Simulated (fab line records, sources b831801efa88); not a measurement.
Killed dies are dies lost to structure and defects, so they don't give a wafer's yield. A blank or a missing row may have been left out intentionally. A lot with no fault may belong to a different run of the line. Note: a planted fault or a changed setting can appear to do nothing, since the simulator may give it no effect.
Chamber matching :: flow sky130 :: 4 sister chambers for SKY_FIELD_ISO_CMP_27 on cmp-01
The step polishes, stops on Si3N4, t overpolish 16 s, target thk 457.8 nm. 4 wafers are shown with their chamber, then 7 later ones without.

== WAFERS PAIRED WITH THEIR CHAMBERS ==
wafer: L296.3
chamber: 1
motor-current-A (A): 12.5

wafer: L296.5
chamber: 3
motor-current-A (A): 11.5

wafer: L299.1
chamber: 0
motor-current-A (A): 11.7

wafer: L299.2
chamber: 2
motor-current-A (A): 11.0

== WAFERS WITH NO CHAMBER GIVEN ==
wafer: L299.3
motor-current-A (A): 12.6

wafer: L301.1
motor-current-A (A): 10.9

wafer: L301.2
motor-current-A (A): 11.8

wafer: L301.4
motor-current-A (A): 11.9

wafer: L308.1
motor-current-A (A): 11.6

wafer: L308.3
motor-current-A (A): 11.3

wafer: L308.5
motor-current-A (A): 12.3

== WHICH CHAMBER EACH WENT THROUGH ==
wafer: L299.3
from the rows above: 1
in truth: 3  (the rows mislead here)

wafer: L301.1
from the rows above: 2
in truth: 2

wafer: L301.2
from the rows above: can't be placed: 0 or 3
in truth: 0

wafer: L301.4
from the rows above: can't be placed: 0 or 3
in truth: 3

wafer: L308.1
from the rows above: can't be placed: 0 or 3
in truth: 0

wafer: L308.3
from the rows above: can't be placed: 3 or 2 or 0
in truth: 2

wafer: L308.5
from the rows above: 1
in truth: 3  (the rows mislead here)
1 of 7 placed correctly. Can't be placed from these rows: 4 (the true chamber is among the candidates in 4). Number placed wrongly: 2.
How it was worked out, from the rows above alone: a wafer's distance from a chamber is the root of the sum, over the readings, of the square of ((its reading less the chamber's mean) divided by the reading's scatter). The wafer belongs to the nearest chamber; if the next one is less than 2 further off, it can't be placed. Each chamber's mean is taken over the wafers shown for it. The scatter: root of mean squared gap, hidden wafer to nearest shown wafer, with one shown wafer a chamber.
